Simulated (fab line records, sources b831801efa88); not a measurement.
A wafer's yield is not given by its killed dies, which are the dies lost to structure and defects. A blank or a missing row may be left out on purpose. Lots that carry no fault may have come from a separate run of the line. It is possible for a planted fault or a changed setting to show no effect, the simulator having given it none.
Chamber matching -- flow gf180mcu -- GF_V4_ETCH_16 on rie diel-03: 4 sister chambers
The step etches BARC in N2/H2. 4 wafers are shown with their chamber, then 7 later ones without.

== WAFERS, EACH WITH ITS CHAMBER ==
wafer,chamber,drypump motor current A (A)
L859.1,0,6.4
L861.3,3,6.0
L863.2,2,5.4
L863.3,1,5.6

== WAFERS WITHOUT THEIR CHAMBER ==
wafer,drypump motor current A (A)
L863.4,6.4
L866.2,5.7
L866.5,5.7
L866.6,6.3
L867.1,6.3
L867.2,5.7
L867.3,6.1

== THE CHAMBER EACH PASSED THROUGH ==
wafer,from the rows above,in truth
L863.4,0,0
L866.2,1,1
L866.5,1,1
L866.6,0,0
L867.1,0,0
L867.2,1,1
L867.3,3,3
Placed correctly: 7 of 7. From these rows, 0 cannot be placed. Wrongly placed: 0.
How it was worked out, from the rows above alone: a wafer's distance from a chamber is the root of the sum, over the readings, of the square of ((its reading less the chamber's mean) divided by the reading's scatter). The wafer belongs to the nearest chamber; if the next one is less than 2 further off, it can't be placed. Each chamber's mean is taken over the wafers shown for it. The scatter: root of mean squared gap, hidden wafer to nearest shown wafer, with one shown wafer a chamber.
